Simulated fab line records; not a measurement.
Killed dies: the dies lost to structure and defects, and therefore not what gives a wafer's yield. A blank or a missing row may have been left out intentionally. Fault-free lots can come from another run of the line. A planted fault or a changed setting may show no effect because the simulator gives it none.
Which tool is to blame? -- flow sky130 -- 33 wafers from 12 lots sampled at 6 of the route's 708 steps

WHAT EACH GAUGE READ, for each wafer
SKY_FIELD_ISO_BOW_MEAS_00. Usual: INCOMING_BOW 1 um, standard deviation 6.5.
lot,measured,on,INCOMING_BOW (um),flag
L607,day 1 10:01,film-metro-02,5 -8 -8,
L610,day 2 01:02,film-metro-04,11 1 -2,
L612,day 2 11:00,film-metro-01,2 0 3,
L613,day 2 16:00,film-metro-02,1 -1 6,
L614,day 2 21:01,film-metro-01,2 -1 5,
L616,day 3 07:04,film-metro-04,6 0 -9,
L620,day 4 03:04,film-metro-02,1 -3,
L623,day 4 18:04,film-metro-04,7 3,
L624,day 4 23:00,film-metro-01,1 0,
L625,day 5 04:01,film-metro-02,-1 7 -6,
L626,day 5 09:01,film-metro-01,-1 7 -13,
L629,day 6 00:02,film-metro-02,4 -10 -2,

SKY_FIELD_ISO_THK_MEAS_04. Usual: FIELD_ISO_CVD_03_THK 164.7 nm, standard deviation 1.8.
lot,measured,on,FIELD_ISO_CVD_03_THK (nm),flag
L607,day 1 16:56,film-metro-04,162.9 164.1 165.4,
L610,day 2 10:01,film-metro-04,164.9 165.7 164.1,
L612,day 2 20:33,film-metro-04,164.0 162.8 162.6,
L613,day 3 03:31,film-metro-01,161.6 161.9 162.3,
L614,day 3 08:14,film-metro-04,161.9 162.5 162.3,
L616,day 3 15:30,film-metro-02,165.0 164.6 163.5,
L620,day 4 07:49,film-metro-01,164.0 163.8,
L623,day 4 21:31,film-metro-02,163.3 164.2,
L624,day 5 03:41,film-metro-01,165.9 165.5,
L625,day 5 08:23,film-metro-02,163.5 164.5 163.7,
L626,day 5 13:29,film-metro-02,168.8 167.9 168.8,
L629,day 6 07:40,film-metro-02,165.4 164.2 164.9,

SKY_VT_ADJUST_LVTN_OVL_MEAS_07. Usual: VT_ADJUST_LVTN_OVL 0.7 nm, standard deviation 1.2.
lot,measured,on,VT_ADJUST_LVTN_OVL (nm),flag
L607,day 6 19:41,overlay-01,-0.3 0.5 0.5,
L610,day 7 22:29,overlay-02,-0.3 -0.8 -0.1,
L612,day 8 13:50,overlay-01,0.7 3.4 2.3,
L613,day 8 18:01,overlay-01,0.1 -0.1 -0.9,
L614,day 9 00:05,overlay-01,-0.8 1.9 1.4,
L616,day 9 09:32,overlay-02,3.2 0.7 -0.9,
L620,day 10 03:47,overlay-01,-0.8 1.9,
L623,day 11 01:50,overlay-01,1.6 -0.5,
L624,day 11 03:40,overlay-02,0.2 -1.0,
L625,day 11 16:26,overlay-01,-1.0 0.3 -0.6,
L626,day 12 00:08,overlay-01,0.1 1.0 -0.1,
L629,day 12 17:35,overlay-01,0.5 1.3 1.4,

SKY_VIA1_RS_MEAS_22: measurement is done with a four-point probe. Usual: VIA1_W_RS 0.428 ohm/sq, standard deviation 0.0088.
lot,measured,on,VIA1_W_RS (ohm/sq),flag
L607,day 33 15:08,film-metro-03,0.421 0.419 0.430,
L610,day 35 23:51,film-metro-01,0.430 0.413 0.412,
L612,day 35 22:58,film-metro-04,0.434 0.413 0.414,
L613,day 36 07:37,film-metro-03,0.432 0.416 0.436,
L614,day 36 12:53,film-metro-01,0.433 0.434 0.414,
L616,day 36 23:01,film-metro-04,0.434 0.439 0.438,
L620,day 38 01:25,film-metro-03,0.429 0.313,OFF
L623,day 38 08:46,film-metro-03,0.436 0.319,OFF
L624,day 38 10:17,film-metro-04,0.439 0.314,OFF
L625,day 39 04:44,film-metro-01,0.439 0.419 0.439,
L626,day 39 18:55,film-metro-01,0.432 0.420 0.437,
L629,day 40 09:55,film-metro-03,0.436 0.433 0.418,

SKY_VIA1_THK_MEAS_23: measures by xrf. Usual: VIA1_W_THK 265 nm, standard deviation 6.
lot,measured,on,VIA1_W_THK (nm),flag
L607,day 33 15:14,film-metro-03,269 269 264,
L610,day 35 23:57,film-metro-01,265 275 276,
L612,day 35 23:05,film-metro-04,262 274 274,
L613,day 36 07:44,film-metro-03,261 269 258,
L614,day 36 12:59,film-metro-01,262 262 275,
L616,day 36 23:07,film-metro-04,263 260 260,
L620,day 38 01:30,film-metro-03,262 355,OFF
L623,day 38 08:52,film-metro-03,259 349,OFF
L624,day 38 10:25,film-metro-04,259 359,OFF
L625,day 39 04:50,film-metro-01,262 276 263,
L626,day 39 19:01,film-metro-01,267 274 264,
L629,day 40 10:01,film-metro-03,257 259 267,

WHICH TOOL RAN EACH LOT (tool, then ch and the chambers of the sampled wafers, then the start)
lot,SKY_VIA1_CVD_21
L607,"cvd-w-02 ch 0,1, day 33 15:01"
L610,"cvd-w-02 ch 0,1, day 35 23:45"
L612,"cvd-w-02 ch 0,1, day 35 22:52"
L613,"cvd-w-02 ch 0,1, day 36 07:31"
L614,"cvd-w-02 ch 0,1, day 36 12:46"
L616,"cvd-w-01 ch 0,1, day 36 22:53"
L620,"cvd-w-01 ch 0, day 38 01:17"
L623,"cvd-w-01 ch 0, day 38 08:39"
L624,"cvd-w-01 ch 1, day 38 10:11"
L625,"cvd-w-02 ch 0,1, day 39 04:37"
L626,"cvd-w-02 ch 0,1, day 39 18:48"
L629,"cvd-w-02 ch 0,1, day 40 09:49"
- SKY_VIA1_CVD_21: deposits W, target thk 270 nm, time 80.902 s.

WHAT THE TOOLS THEMSELVES READ (means of the sampled wafers that have a number; where no wafer has one, the mark that the record gives instead)
SKY_VIA1_CVD_21. Usual: heater-power-w at 907 W, with a standard deviation of 86.
lot,tool,heater-power-w (W),flag
L607,cvd-w-02,924,
L610,cvd-w-02,912,
L612,cvd-w-02,919,
L613,cvd-w-02,976,
L614,cvd-w-02,961,
L616,cvd-w-01,829,
L620,cvd-w-01,775,
L623,cvd-w-01,772,
L624,cvd-w-01,898,
L625,cvd-w-02,978,
L626,cvd-w-02,985,
L629,cvd-w-02,994,

THE ANSWER, worked out from the rows above alone
Rule: a lot counts as off when the mean over its wafers that have a number is more than 3 standard deviations away from the usual mean. Also off: a lot with no number at a reading for which 4 or more lots have one. Where the step has rows for the other lots, those lots are counted as sound. First the gauges in route order, then the tools' own readings, where a lot's mean is used as printed above. The first step at which some lot is off is used, and at that step the reading that is off furthest; a lot without a number counts as furthest.
Off: L620, L623, L624, at SKY_VIA1_RS_MEAS_22 (VIA1_W_RS).
A tool fits if, at a process step before that reading, it ran every lot that is off, and no sound lot after the first of them. Gauges at SKY_VIA1_RS_MEAS_22: tried the same way as those tools. One fits: SKY_VIA1_CVD_21 on cvd-w-01. A fault onset in the window from L616 (day 36 22:53, its last sound lot) to L620 (day 38 01:17, its first lot off) fits.

WHAT HAD BEEN PUT IN BY THE SIMULATOR
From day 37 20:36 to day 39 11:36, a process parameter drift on cvd-w-01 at SKY_VIA1_CVD_21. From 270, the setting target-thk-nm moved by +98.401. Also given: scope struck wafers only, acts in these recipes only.
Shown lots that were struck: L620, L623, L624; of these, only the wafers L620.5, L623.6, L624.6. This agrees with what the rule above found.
